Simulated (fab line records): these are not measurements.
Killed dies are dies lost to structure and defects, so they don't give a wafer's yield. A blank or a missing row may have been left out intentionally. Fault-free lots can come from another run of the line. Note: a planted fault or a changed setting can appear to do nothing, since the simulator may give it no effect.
What tool caused it?    flow sky130    12 lots with 36 wafers sampled at 4 steps, on a route of 708 steps

## WHAT THE GAUGES READ, wafer by wafer
SKY_RES_XHIGH_TW_MEAS_09.
lot   measured      on             RES_XHIGH_TW
L374  day 26 18:24  film metro-01  1638 1642 1640
L375  day 27 01:05  film metro-01  1646 1650 1652
L376  day 27 11:59  film metro-01  1645 1644 1656
L377  day 27 21:18  film metro-01  30 30 30 30 30 30
L379  day 28 13:35  film metro-02  1664 1656 1671
L385  day 31 04:16  film metro-02  1658 1653 1656
L389  day 32 17:35  film metro-02  1661 1658 1666
L388  day 32 22:25  film metro-03  1613 1619 1617
L393  day 33 06:11  film metro-02  1649 1663 1663
L394  day 33 12:01  film metro-02  1662 1663 1661
L395  day 33 17:04  film metro-01  1636 1641 1644
L396  day 34 08:38  film metro-01  1628 1632 1631

SKY_CONTACT_THK_MEAS_26: measures by xrf.
lot   measured      on             CONTACT_W_THK (nm)
L374  day 31 18:36  film metro-02  346 345 341
L375  day 31 22:38  film metro-02  345 350 351
L376  day 32 07:37  film metro-02  345 349 346
L379  day 33 08:46  film metro-01  332 336 334
L385  day 35 22:07  film metro-02  359 352 350
L389  day 37 10:01  film metro-04  349 349 352
L388  day 37 13:45  film metro-02  346 346 348
L393  day 37 20:16  film metro-04  344 346 343
L394  day 38 01:40  film metro-01  332 332 336
L395  day 38 07:13  film metro-04  335 329 333
L396  day 38 22:02  film metro-02  353 347 349

## WHICH TOOL RAN EACH LOT (tool, then ch and the chambers of the sampled wafers, then the start)
lot   SKY_RES_XHIGH_EXPOSE_04              SKY_SD_N_STRIP_11
L374  iline stepper-02 ch 0, day 26 03:28  plasma asher-01 ch 0,1, day 27 23:35
L375  iline stepper-02 ch 0, day 26 09:50  plasma asher-03 ch 0,1, day 28 06:08
L376  iline stepper-01 ch 0, day 26 21:52  plasma asher-03 ch 0,1, day 28 16:08
L377  iline stepper-02 ch 0, day 27 07:08  -
L379  iline stepper-01 ch 0, day 27 23:37  plasma asher-01 ch 0, day 29 16:53
L385  iline stepper-02 ch 0, day 30 14:32  plasma asher-01 ch 0,1, day 32 08:07
L389  iline stepper-02 ch 0, day 32 03:50  plasma asher-03 ch 0,1, day 33 21:08
L388  iline stepper-02 ch 0, day 32 08:52  plasma asher-02 ch 0,1, day 34 01:35
L393  iline stepper-01 ch 0, day 32 16:52  plasma asher-01 ch 0,1, day 34 08:59
L394  iline stepper-01 ch 0, day 32 22:25  plasma asher-01 ch 0,1, day 34 14:04
L395  iline stepper-02 ch 0, day 33 03:54  plasma asher-01 ch 0,1, day 34 19:14
L396  iline stepper-02 ch 0, day 33 19:26  plasma asher-01 ch 0,1, day 35 11:14
- SKY_RES_XHIGH_EXPOSE_04: exposes mask URPM, target cd 1270 nm.
- SKY_SD_N_STRIP_11: strips in O2/N2.

## WHAT THE TOOLS THEMSELVES READ (means of the sampled wafers that have a number; where no wafer has one, the mark that the record gives instead)
SKY_SD_N_STRIP_11.
lot   tool             drypump motor current A (A)  oes product au (a.u.)  strip time to endpoint s (s)
L374  plasma asher-01  5.7                          0.526                  22.54
L375  plasma asher-03  6.0                          0.529                  22.62
L376  plasma asher-03  6.0                          0.528                  22.57
L379  plasma asher-01  5.4                          0.523                  22.51
L385  plasma asher-01  5.9                          0.525                  22.53
L389  plasma asher-03  6.1                          0.523                  22.58
L388  plasma asher-02  5.2                          0.525                  22.51
L393  plasma asher-01  5.9                          0.528                  22.53
L394  plasma asher-01  5.9                          0.529                  22.57
L395  plasma asher-01  5.7                          0.528                  22.61
L396  plasma asher-01  5.9                          0.530                  22.61

## THE ANSWER, worked out from the rows above alone
Rule: the lots themselves supply what counts as usual. The widest of any qualifying gaps counts: lots, ordered by their means at a reading, are off when they make up no more than a third of the lots, leave a main group of 4 or more, and stand apart from it by 3 or more times the standard deviation of that group's means. A main group is skipped when, at the precision printed for the reading in the tables above, its means are all equal. Also off: a lot with no number at a reading for which 4 or more lots have one. The other lots that the step has rows for count as sound. First the gauges in route order, then the tools' own readings, where a lot's mean is used as printed above. At the first step where some lot is off, the reading lying furthest off is the one used; lots without a number count as furthest.
Off: L377, seen at SKY_RES_XHIGH_TW_MEAS_09 (RES_XHIGH_TW). The main group has a mean of 1648 with a standard deviation of 14.
A tool fits if, at a process step before that reading, it ran every lot that is off, and no sound lot after the first of them. The gauges at SKY_RES_XHIGH_TW_MEAS_09 are tried like those tools. None of those tried fits.

## WHAT THE SIMULATOR HAD PUT IN
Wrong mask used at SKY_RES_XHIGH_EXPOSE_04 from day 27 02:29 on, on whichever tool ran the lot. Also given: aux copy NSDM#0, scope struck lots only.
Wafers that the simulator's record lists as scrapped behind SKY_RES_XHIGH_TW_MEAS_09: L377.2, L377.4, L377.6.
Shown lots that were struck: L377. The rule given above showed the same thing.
